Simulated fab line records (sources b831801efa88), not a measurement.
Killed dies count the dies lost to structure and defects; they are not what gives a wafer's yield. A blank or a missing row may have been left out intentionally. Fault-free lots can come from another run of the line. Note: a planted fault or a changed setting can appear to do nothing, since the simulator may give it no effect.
Which tool was responsible? || flow sky130 || 12 lots with 36 wafers sampled at 3 steps, on a route of 708 steps

## WHAT THE GAUGES READ, wafer by wafer
SKY_POLY_GATE_THK_MEAS_01.
{"lot": "L922", "measured": "day 14 16:46", "on": "film-metro-04", "POLY_GATE_CVD_00_THK (nm)": "184.9 183.6 183.9"}
{"lot": "L924", "measured": "day 15 19:42", "on": "film-metro-04", "POLY_GATE_CVD_00_THK (nm)": "182.8 182.1 183.9"}
{"lot": "L925", "measured": "day 16 01:22", "on": "film-metro-02", "POLY_GATE_CVD_00_THK (nm)": "180.1 179.0 179.6"}
{"lot": "L926", "measured": "day 16 01:23", "on": "film-metro-04", "POLY_GATE_CVD_00_THK (nm)": "178.1 178.4 178.4"}
{"lot": "L927", "measured": "day 16 07:43", "on": "film-metro-01", "POLY_GATE_CVD_00_THK (nm)": "181.6 182.6 180.4"}
{"lot": "L928", "measured": "day 16 18:19", "on": "film-metro-02", "POLY_GATE_CVD_00_THK (nm)": "179.2 179.6 180.4"}
{"lot": "L932", "measured": "day 17 22:38", "on": "film-metro-02", "POLY_GATE_CVD_00_THK (nm)": "179.7 179.9 179.9"}
{"lot": "L934", "measured": "day 18 20:40", "on": "film-metro-04", "POLY_GATE_CVD_00_THK (nm)": "181.4 180.7 182.3"}
{"lot": "L941", "measured": "day 21 10:33", "on": "film-metro-02", "POLY_GATE_CVD_00_THK (nm)": "180.6 179.6 181.4"}
{"lot": "L942", "measured": "day 21 18:38", "on": "film-metro-02", "POLY_GATE_CVD_00_THK (nm)": "182.7 183.5 180.8"}
{"lot": "L943", "measured": "day 21 19:49", "on": "film-metro-04", "POLY_GATE_CVD_00_THK (nm)": "182.9 182.7 182.2"}
{"lot": "L944", "measured": "day 22 03:40", "on": "film-metro-04", "POLY_GATE_CVD_00_THK (nm)": "182.6 183.9 183.3"}

SKY_POLY_GATE_THK_MEAS_04.
{"lot": "L922", "measured": "day 15 21:29", "on": "film-metro-02", "POLY_GATE_CVD_03_THK (nm)": "75.2 75.4 75.0"}
{"lot": "L924", "measured": "day 17 01:46", "on": "film-metro-02", "POLY_GATE_CVD_03_THK (nm)": "75.4 75.4 75.1"}
{"lot": "L925", "measured": "day 17 07:55", "on": "film-metro-04", "POLY_GATE_CVD_03_THK (nm)": "74.4 74.9 74.9"}
{"lot": "L926", "measured": "day 17 07:56", "on": "film-metro-01", "POLY_GATE_CVD_03_THK (nm)": "73.5 74.8 74.5"}
{"lot": "L927", "measured": "day 17 15:34", "on": "film-metro-02", "POLY_GATE_CVD_03_THK (nm)": "75.6 76.0 75.2"}
{"lot": "L928", "measured": "day 18 02:08", "on": "film-metro-02", "POLY_GATE_CVD_03_THK (nm)": "74.8 74.7 74.6"}
{"lot": "L932", "measured": "day 19 06:28", "on": "film-metro-04", "POLY_GATE_CVD_03_THK (nm)": "75.5 75.4 75.3"}
{"lot": "L934", "measured": "day 20 04:17", "on": "film-metro-04", "POLY_GATE_CVD_03_THK (nm)": "74.5 74.4 74.8"}
{"lot": "L941", "measured": "day 22 19:33", "on": "film-metro-04", "POLY_GATE_CVD_03_THK (nm)": "75.9 75.4 75.5"}
{"lot": "L942", "measured": "day 23 02:55", "on": "film-metro-02", "POLY_GATE_CVD_03_THK (nm)": "74.1 74.5 74.2"}
{"lot": "L943", "measured": "day 23 04:16", "on": "film-metro-01", "POLY_GATE_CVD_03_THK (nm)": "75.5 75.3 74.9"}
{"lot": "L944", "measured": "day 23 11:58", "on": "film-metro-02", "POLY_GATE_CVD_03_THK (nm)": "75.0 74.7 75.0"}

SKY_POLY_GATE_OVL_MEAS_14.
{"lot": "L922", "measured": "day 17 02:26", "on": "overlay-01", "POLY_GATE_OVL (nm)": "-2 5 -1"}
{"lot": "L924", "measured": "day 18 07:58", "on": "overlay-02", "POLY_GATE_OVL (nm)": "-8 -5 -2"}
{"lot": "L925", "measured": "day 18 14:01", "on": "overlay-02", "POLY_GATE_OVL (nm)": "-1 -7 -5"}
{"lot": "L926", "measured": "day 18 14:15", "on": "overlay-02", "POLY_GATE_OVL (nm)": "-1 -8 -2"}
{"lot": "L927", "measured": "day 18 21:56", "on": "overlay-01", "POLY_GATE_OVL (nm)": "-8 -12 -4"}
{"lot": "L928", "measured": "day 19 08:44", "on": "overlay-01", "POLY_GATE_OVL (nm)": "-1 0 -1"}
{"lot": "L932", "measured": "day 20 14:17", "on": "overlay-02", "POLY_GATE_OVL (nm)": "0 -4 -4"}
{"lot": "L934", "measured": "day 21 11:50", "on": "overlay-01", "POLY_GATE_OVL (nm)": "-4 -5 -2"}
{"lot": "L941", "measured": "day 24 01:54", "on": "overlay-01", "POLY_GATE_OVL (nm)": "-2 3 4"}
{"lot": "L942", "measured": "day 24 10:07", "on": "overlay-01", "POLY_GATE_OVL (nm)": "8 4 -2"}
{"lot": "L943", "measured": "day 24 11:04", "on": "overlay-01", "POLY_GATE_OVL (nm)": "-3 -3 -3"}
{"lot": "L944", "measured": "day 24 18:43", "on": "overlay-02", "POLY_GATE_OVL (nm)": "-3 0 -3"}

## TOOL THAT RAN EACH LOT (tool first, then ch and the chambers of the sampled wafers, then the start)
No process step before these readings appears in the record.

## WHAT THE TOOLS THEMSELVES READ (means of the sampled wafers that have a number; where no wafer has one, the mark that the record gives instead)
The record holds no such reading with a usual standard deviation.

## THE ANSWER, worked out from the rows above alone
Rule: the lots themselves supply what counts as usual. The widest of any qualifying gaps counts: lots, ordered by their means at a reading, are off when they make up no more than a third of the lots, leave a main group of 4 or more, and stand apart from it by 3 or more times the standard deviation of that group's means. A main group is skipped when, at the precision printed for the reading in the tables above, its means are all equal. Also off: a lot with no number at a reading for which 4 or more lots have one. The other lots that the step has rows for count as sound. After the gauges, taken in route order, come the tools' own readings; for these a lot's mean is taken, as printed above. The first step at which some lot is off is used, and at that step the reading that is off furthest; a lot without a number counts as furthest.
Nothing can be told from this: no lot is off at any reading shown.

## WHAT THE SIMULATOR HAD PUT IN
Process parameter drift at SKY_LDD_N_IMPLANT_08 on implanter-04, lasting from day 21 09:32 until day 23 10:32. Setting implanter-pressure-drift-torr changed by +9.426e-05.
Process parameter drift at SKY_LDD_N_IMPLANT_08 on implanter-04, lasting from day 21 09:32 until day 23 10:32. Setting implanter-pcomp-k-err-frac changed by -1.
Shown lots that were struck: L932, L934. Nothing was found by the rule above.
